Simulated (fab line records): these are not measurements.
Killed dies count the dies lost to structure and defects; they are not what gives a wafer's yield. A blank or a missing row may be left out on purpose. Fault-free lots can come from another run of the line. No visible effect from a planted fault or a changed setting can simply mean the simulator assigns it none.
fab line records -- flow sky130
[record] lots = 7, wafers = 21, last-day = 50
route steps=708 shown FIELD_ISO@19
lots with no fault: from the same line, run without faults
start-h: start of the lot's first displayed wafer, in hours after the record's first day -- wait-h: time in hours since the lot's previous step -- " repeats the value in the row above -- L1.1+2: several wafers, shown together as one row -- - no value present, or no start provided -- * or withheld: withheld -- < > ~ a bound
route shown NAME@n: names a module that has steps shown in the file, with the first one's number in the route -- usual: average and standard deviation across the fault-free wafers -- same: alike in all rows -- chamber/n: place in a boat -- sites: per-site readings -- _std_site: standard deviation of those values -- _edge_site: outer sites' mean less inner sites' -- radius-mm: for every site, how far away it sits from the centre of the wafer -- mask NAME#n: copy n -- behind: tool/chamber where the wafer was last shaped -- hold: why the lot went on hold/how many hours it stayed there/how the hold came to an end -- device: whichever transistor did not switch (one of n, p or np) -- end of line: tests run on the same wafers once the route is complete -- for a step that has no rows: nothing shown but its recipe -- killed: not the wafer's yield, but the dies lost to structure and defects at the first sort -- map: a wafer's dies, marking killed ones x, the rest . and places with no die _
set.NAME: the setting the step ran with; set.NAME@STEP: the setting that earlier step ran with -- model.NAME: the simulator's own value behind a step, which no gauge read
lots at selected steps of the route; one table per step, one row per wafer
services: from which hour (start-h, from the record's first day; less than 0 if before it) a tool's chamber was out of use, for how many hours, and why
[[steps]]
[step SKY_FIELD_ISO_WET_ETCH_18]
[recipe] chemistry = H3PO4, target-depth-nm = 25, temp-c = 160, target = Si3N4, time-s = 286
[step SKY_FIELD_ISO_CLEAN_19]
[recipe] chemistry = SC1/SC2, mix = 1:4:20, temp-c = 70, time-s = 150
[step SKY_FIELD_ISO_CLEAN_20]
[recipe] chemistry = dHF, time-s = 20, dilution = 100:1
[step SKY_FIELD_ISO_WET_ETCH_21]
[recipe] chemistry = dHF, dilution = 100:1, target-depth-nm = 20, dry = ipa-marangoni, target = SiO2, temp-c = 25, time-s = 400
[step SKY_FIELD_ISO_OXIDATION_22]
[recipe] temp-c = 950, ambient = O2, stabilise-s = 600, purge-s = 300, target-thk-a = 100, ox-time-s = 623
[step SKY_FIELD_ISO_THK_MEAS_23]
[recipe] reads = SiO2_of_FIELD_ISO_OXIDATION_22
[usual] FIELD_ISO_OXIDATION_01_THK = 10.06/0.13
lot.wafer,tool,chamber,start-h,wait-h,FIELD_ISO_OXIDATION_01_THK[nm]
L288.3,film-metro-01,-,41.84,0.0,10.05
L288.4,film-metro-01,-,41.84,0.0,10.05
L288.5,film-metro-01,-,41.84,0.0,9.98
L289.1,film-metro-01,-,45.89,0.0,10.17
L289.3,film-metro-01,-,45.89,0.0,9.97
L289.5,film-metro-01,-,45.89,0.0,10.08
L290.2,film-metro-03,-,54.10,0.0,9.95
L290.3,film-metro-03,-,54.10,0.0,10.14
L290.4,film-metro-03,-,54.10,0.0,9.92
L291.2,film-metro-04,-,59.54,0.0,10.09
L291.5,film-metro-04,-,59.54,0.0,10.05
L291.6,film-metro-04,-,59.54,0.0,10.14
L301.1,film-metro-04,-,112.81,0.0,10.03
L301.3,film-metro-04,-,112.81,0.0,10.08
L301.5,film-metro-04,-,112.81,0.0,9.99
L305.3,film-metro-04,-,131.13,0.0,10.08
L305.4,film-metro-04,-,131.13,0.0,10.04
L305.6,film-metro-04,-,131.13,0.0,10.08
L309.2,film-metro-03,-,149.02,0.0,10.24
L309.3,film-metro-03,-,149.02,0.0,10.20
L309.6,film-metro-03,-,149.02,0.0,10.37
[step SKY_FIELD_ISO_CVD_24]
[recipe] material = SiO2, target-thk-nm = 595, temp-c = 650, sigma-open-frac = 0.3, time-s = 99.2, sih4-flow-sccm = 60, pressure-mtorr = 6
[step SKY_FIELD_ISO_THK_MEAS_25]
[recipe] reads = SiO2_of_FIELD_ISO_CVD_24
[usual] FIELD_ISO_CVD_24_THK = 595/5.7
lot.wafer,tool,chamber,start-h,wait-h,FIELD_ISO_CVD_24_THK[nm]
L288.3,film-metro-03,-,41.98,0.1,602
L288.4,film-metro-03,-,41.98,0.1,603
L288.5,film-metro-03,-,41.98,0.1,599
L289.1,film-metro-01,-,46.02,0.0,602
L289.3,film-metro-01,-,46.02,0.0,606
L289.5,film-metro-01,-,46.02,0.0,608
L290.2,film-metro-04,-,54.23,0.0,601
L290.3,film-metro-04,-,54.23,0.0,605
L290.4,film-metro-04,-,54.23,0.0,593
L291.2,film-metro-01,-,59.68,0.0,598
L291.5,film-metro-01,-,59.68,0.0,602
L291.6,film-metro-01,-,59.68,0.0,594
L301.1,film-metro-01,-,112.94,0.0,593
L301.3,film-metro-01,-,112.94,0.0,593
L301.5,film-metro-01,-,112.94,0.0,596
L305.3,film-metro-01,-,131.27,0.1,595
L305.4,film-metro-01,-,131.27,0.1,598
L305.6,film-metro-01,-,131.27,0.1,594
L309.2,film-metro-04,-,149.30,0.1,592
L309.3,film-metro-04,-,149.30,0.1,601
L309.6,film-metro-04,-,149.30,0.1,593
[step SKY_FIELD_ISO_ANNEAL_26]
[recipe] temp-c = 1000, time-s = 1800, ambient = N2
[step SKY_FIELD_ISO_CMP_27]
[recipe] stop-on = Si3N4, t-overpolish-s = 16, down-force-psi = 4, platen-rpm = 60, target-thk-nm = 457.8, pad-velocity-m-s = 0.94248
[usual] motor-current-A = 12.3/0.82, overpolish-run-s = 15.999/0.0087, time-to-endpoint-s = 112/3.8
lot.wafer,tool,chamber,start-h,wait-h,motor-current-A,overpolish-run-s,time-to-endpoint-s
L288.4,cmp-01,1,44.77,0.1,11.8,16.002,116
L288.3,cmp-01,2,44.77,0.1,11.9,16.015,113
L288.5,cmp-01,0,44.77,0.1,13.6,15.999,114
L289.3,cmp-02,2,49.20,0.0,12.9,16.010,120
L289.1,cmp-02,3,49.20,0.0,12.5,15.990,118
L289.5,cmp-02,2,49.20,0.0,12.6,16.014,116
L290.4,cmp-02,0,55.78,0.0,11.4,15.986,117
L290.2,cmp-02,2,55.78,0.0,12.7,16.007,124
L290.3,cmp-02,3,55.78,0.0,12.4,16.016,117
L291.2,cmp-01,2,61.33,0.1,11.1,15.989,114
L291.6,cmp-01,0,61.33,0.1,13.6,16.017,115
L291.5,cmp-01,1,61.33,0.1,11.9,16.009,118
L301.3,cmp-01,2,114.50,0.0,11.7,15.995,112
L301.1,cmp-01,1,114.50,0.0,12.6,15.993,112
L301.5,cmp-01,3,114.50,0.0,12.8,16.003,110
L305.4,cmp-02,3,136.92,0.1,12.4,15.987,108
L305.3,cmp-02,0,136.92,0.1,11.5,16.004,108
L305.6,cmp-02,2,136.92,0.1,13.2,16.002,111
L309.3,cmp-02,0,151.19,0.1,11.5,16.008,109
L309.2,cmp-02,2,151.19,0.1,11.4,16.004,108
L309.6,cmp-02,3,151.19,0.1,12.3,15.987,108
[step SKY_FIELD_ISO_WET_ETCH_28]
[recipe] chemistry = dHF, target-depth-nm = 23.7, target = SiO2, dilution = 10:1, temp-c = 25, time-s = 47
[step SKY_FIELD_ISO_WET_ETCH_29]
[recipe] chemistry = H3PO4, target-depth-nm = 160, target = Si3N4, temp-c = 160, time-s = 1825
[step SKY_FIELD_ISO_WET_ETCH_30]
[recipe] chemistry = dHF, target-depth-nm = 25, target = SiO2, dilution = 10:1, temp-c = 25, time-s = 50
[usual] bath-heat-duty-pct = 6.3/0.85, run-length-s = 80/3.1, time-s = 50/0
lot.wafer,tool,chamber,start-h,wait-h,bath-heat-duty-pct,run-length-s,time-s,model.SiO2_of_FIELD_ISO_CVD_24.thk-nm,model.SiO2_of_FIELD_ISO_OXIDATION_01.thk-nm
L288.3,wet-bench-03,1,45.60,0.0,6.7,76,50,405.8,0
L288.4,wet-bench-03,1,45.60,0.0,6.5,76,50,406.1,0
L288.5,wet-bench-03,1,45.60,0.0,6.1,76,50,405.7,0
L289.1,wet-bench-02,2,50.03,0.0,-,-,-,431.9,11.17
L289.3,wet-bench-02,2,50.03,0.0,-,-,-,432.6,11.17
L289.5,wet-bench-02,2,50.03,0.0,-,-,-,432.2,11.23
L290.2,wet-bench-01,0,56.61,0.0,-,-,-,433.3,11.22
L290.3,wet-bench-01,0,56.61,0.0,-,-,-,432.8,11.21
L290.4,wet-bench-01,0,56.61,0.0,-,-,-,431.6,11.27
L291.2,wet-bench-03,2,62.11,0.0,-,-,-,433.9,11.37
L291.5,wet-bench-03,2,62.11,0.0,-,-,-,434.3,11.49
L291.6,wet-bench-03,2,62.11,0.0,-,-,-,435.2,11.68
L301.1,wet-bench-01,3,115.38,0.0,6.5,76,50,405.4,0
L301.3,wet-bench-01,3,115.38,0.0,6.0,76,50,404.1,0
L301.5,wet-bench-01,3,115.38,0.0,6.7,76,50,403.4,0
L305.3,wet-bench-03,1,138.22,0.0,7.7,78,50,405.4,0
L305.4,wet-bench-03,1,138.22,0.0,6.3,78,50,405.8,0
L305.6,wet-bench-03,1,138.22,0.0,6.9,78,50,405.8,0
L309.2,wet-bench-03,3,152.02,0.0,5.8,82,50,404.5,0
L309.3,wet-bench-03,3,152.02,0.0,4.7,82,50,403.7,0
L309.6,wet-bench-03,3,152.02,0.0,5.6,82,50,404.5,0
[[services]]
tool,chamber,start-h,hours,kind
cmp-01,-,23.35,5.1,pm
wet-bench-02,-,32.15,5.6,repair
cmp-02,-,42.90,4.5,repair
cmp-02,-,64.00,4.0,pm
cmp-01,-,65.04,0.9,repair
cmp-02,-,68.00,-,consumable-replace:conditioner
cmp-02,-,68.00,-,consumable-replace:pad
cmp-01,-,108.00,1.4,repair
cmp-02,-,127.48,6.2,pm
cmp-01,-,129.93,0.6,repair
cmp-02,-,149.11,0.9,repair
cmp-01,-,151.47,0.3,repair
[[key]]
[first-sign] step = SKY_FIELD_ISO_WET_ETCH_30, reading = tool-record, direction = missing
effect none on later readings
[model-effect] step = SKY_FIELD_ISO_WET_ETCH_30, value = SiO2_of_FIELD_ISO_CVD_24.thk-nm, without = 405.7, struck = 433.1
met-at SKY_FIELD_ISO_WET_ETCH_30
struck-wafers L289.1,L289.3,L289.5,L290.2,L290.3,L290.4,L291.2,L291.5,L291.6
later-rows-left-out L289.1,L289.3,L289.5,L290.2,L290.3,L290.4,L291.2,L291.5,L291.6
sort-left-out L289.1,L289.3,L289.5,L290.2,L290.3,L290.4,L291.2,L291.5,L291.6
tester-left-out L289,L290,L291
onset-between 45.60 50.03
[fault] kind = skipped-step-whole, tool = wet-bench-01,wet-bench-02,wet-bench-03, chamber = -, onset-h = 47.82, steps = SKY_FIELD_ISO_WET_ETCH_30, scope = struck-lots-only
// tester-left-out: of these lots the tester's yield and bins aren't shown, on N5 and GAA mostly nor the transistor test; their killed dies are dies lost to structure and defects alone, not to doping, threshold or leakage, so they don't give the yield
// sort-left-out: the simulated sort isn't trusted on such a fault, so these wafers' sort isn't shown, and their yield isn't known
// later-rows-left-out: the simulator's readings of these wafers behind a module that went badly wrong aren't trusted and aren't shown, but for the sort
